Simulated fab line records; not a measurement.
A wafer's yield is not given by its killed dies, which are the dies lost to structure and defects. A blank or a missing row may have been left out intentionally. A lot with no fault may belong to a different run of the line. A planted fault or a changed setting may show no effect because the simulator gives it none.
Struck lot and sound lot, side by side :: flow sky130 :: 15 out of 708 route steps
Sound: these wafers, L649.1, L649.4, L649.5. The struck wafers were L641.2, L641.4, L641.5. The cause comes at the end.
For every step that has rows: the tool of each side, followed by ch and its chambers, followed by its first start. Under that, the readings that differ: sound wafers :: struck wafers :: difference of the means :: sigmas: that difference in standard deviations of wafers without a fault.
alike: words and numbers the same on both sides, and readings whose means are apart by under 2 such deviations; not compared: readings that were withheld, readings missing a value for some wafer, numbers with overlapping values and no deviation given by the record, and bounds like >300 which may hide the same value.
Wherever a step has rows on one side only, a row that says differs or no value, or a row with sigmas, the two part there. Numbers that have no deviation but don't overlap get no sigmas and don't part them. A reading that every wafer of one side lacks parts them only if that side has two wafers or more.

SKY_SONOS_ONO_THK_MEAS_05:
  sound on film metro-01, day 16 21:00; struck on film metro-01, day 14 05:18
  alike: SONOS_ONO_CVD_04_THK
then, 7 steps without rows for these wafers: SKY_SONOS_ONO_DEHYDRATE_06 (time 60 s); SKY_SONOS_ONO_HMDS_07 (prime time 60 s); SKY_SONOS_ONO_COAT_08 (resist thk 1140 nm); SKY_SONOS_ONO_SOFTBAKE_09 (time 60 s); SKY_SONOS_ONO_EXPOSE_10 (exposes mask ONOM, target cd 410 nm); SKY_SONOS_ONO_PEB_11; SKY_SONOS_ONO_DEVELOP_12 (develop time 60 s).
SKY_SONOS_ONO_CD_MEAS_13: the cd target is 410 nm.
  sound on cd sem-01, day 18 02:19; struck on cd sem-01, day 15 07:41
reading: cd nm (nm)
sound: 405.4 408.0 405.2
struck: 413.7 414.4 413.9
difference: +7.8
sigmas: +3
SKY_SONOS_ONO_OVL_MEAS_14:
  sound on overlay-02, day 18 02:26; struck on overlay-02, day 15 07:47
  alike: SONOS_ONO_OVL
SKY_SONOS_ONO_ETCH_15: etches the open film in CHF3/O2, target depth 19.52 nm, time 7.8 s.
  sound on rie diel-04 ch 0,1,3, day 18 02:28; struck on rie diel-04 ch 1,2,3, day 15 07:49
  alike: bias w, drypump motor current A, oes product au, rf fwd power W, throttle valve pct
  not compared: rf hours counter h
then, 1 step without rows for these wafers: SKY_SONOS_ONO_WET_ETCH_16 (etches SiO2 in dHF, target depth 14 nm, time 280 s).
SKY_SONOS_ONO_STRIP_17: strips in O2/N2.
  sound on plasma asher-04 ch 0,1, day 18 02:40; struck on plasma asher-01 ch 0,1, day 15 07:56
  no value came back on the struck wafers for any of 5 readings (chamber pressure mTorr (mTorr), drypump motor current A (A) and others); on the sound wafers chamber pressure mTorr (mTorr) reads 1498.9 1499.7 1501.6
reading: model.NOVOLAK_of_SONOS_ONO_COAT_08.thk nm (nm)
sound: 0 0 0
struck: 1130 1129 1129
difference: +1129
sigmas: 
  not compared: rf hours counter h
then, 1 step without rows for these wafers: SKY_SONOS_ONO_WET_ETCH_18 (etches Si3N4 in H3PO4, target depth 15 nm, time 172 s).
-- the record jumps here: 32 days lie between the struck wafers' starts before and after (it left off in module SONOS_ONO and takes up again in module PAD_OPEN, whose first step shown is number 708 of the route) --
SKY_PAD_OPEN_PROBE_99:
  sound on prober-02, day 50 09:47; struck on prober-01, day 47 12:41
reading: killed at front end
sound: 11 9 10
struck: 429 419 409
difference: +409
sigmas: +83

reading: killed dies
sound: 81 95 96
struck: 492 492 492
difference: +401
sigmas: +41

reading: killed on rim
sound: 20 17 16
struck: 96 96 96
difference: +78
sigmas: +21
  alike: killed_at_M0_to_M3, killed_at_M4_up, killed at contacts, killed at other, killed open, killed short

WHERE THEY PART
At SKY_SONOS_ONO_CD_MEAS_13 first; at SKY_PAD_OPEN_PROBE_99 last (within this record only).

WHY: what had been put in by the simulator
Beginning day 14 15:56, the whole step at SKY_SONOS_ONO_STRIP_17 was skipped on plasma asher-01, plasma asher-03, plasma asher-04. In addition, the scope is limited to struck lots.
